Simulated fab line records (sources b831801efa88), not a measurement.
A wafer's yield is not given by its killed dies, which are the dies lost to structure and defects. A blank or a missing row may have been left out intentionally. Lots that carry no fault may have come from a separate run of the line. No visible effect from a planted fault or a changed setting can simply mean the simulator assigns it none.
What tool caused it? + flow gf180mcu + 21 wafers from 7 lots sampled at 2 of the route's 602 steps

== WHAT THE GAUGES READ, wafer by wafer ==
GF_HV_LDD_TW_MEAS_50.
| lot  | measured     | on           | HV_LDD_4_TW             |
|------|--------------|--------------|-------------------------|
| L595 | day 13 07:58 | filmMetro-02 | 567 569 568             |
| L597 | day 13 15:41 | filmMetro-04 | 572 572 571             |
| L599 | day 14 07:21 | filmMetro-03 | 568 571 571             |
| L602 | day 15 11:51 | filmMetro-04 | 575 574 573             |
| L610 | day 18 06:54 | filmMetro-04 | 596 595 594 594 598 597 |
| L612 | day 18 13:16 | filmMetro-03 | 567 570 568             |
| L616 | day 20 09:40 | filmMetro-03 | 568 573 568             |

== WHAT TOOL EACH LOT RAN ON (gives the tool, then ch and the chambers of the sampled wafers, and finally the start) ==
| lot  | GF_HV_LDD_IMPLANT_48            |
|------|---------------------------------|
| L595 | implanter-03 ch 0, day 13 07:44 |
| L597 | implanter-02 ch 0, day 13 15:27 |
| L599 | implanter-04 ch 0, day 14 07:08 |
| L602 | implanter-03 ch 0, day 15 11:38 |
| L610 | implanter-02 ch 0, day 18 06:42 |
| L612 | implanter-03 ch 0, day 18 13:02 |
| L616 | implanter-03 ch 0, day 20 09:25 |
- GF_HV_LDD_IMPLANT_48

== THE ANSWER, worked out from the rows above alone ==
Rule: usual is defined by the lots themselves. The widest of any qualifying gaps counts: lots, ordered by their means at a reading, are off when they make up no more than a third of the lots, leave a main group of 4 or more, and stand apart from it by 3 or more times the standard deviation of that group's means. If all means in a main group match to the digits the tables above print for the reading, that group is not used. A lot without any number at a reading at which 4 lots or more have one is off too. Any other lot the step has rows for is counted as sound.
Off: L610, seen at GF_HV_LDD_TW_MEAS_50 (HV_LDD_4_TW). Main group: mean 570, sd 2.
If a tool, at a process step before that reading, ran all the lots that are off and no sound lot after the first of them, it fits. The gauges at GF_HV_LDD_TW_MEAS_50 are tried like those tools. 2 tools fit, implanter-02 at GF_HV_LDD_IMPLANT_48 and filmMetro-04 at GF_HV_LDD_TW_MEAS_50, so this cannot tell which one it is.

== WHAT THE SIMULATOR HAD INSERTED ==
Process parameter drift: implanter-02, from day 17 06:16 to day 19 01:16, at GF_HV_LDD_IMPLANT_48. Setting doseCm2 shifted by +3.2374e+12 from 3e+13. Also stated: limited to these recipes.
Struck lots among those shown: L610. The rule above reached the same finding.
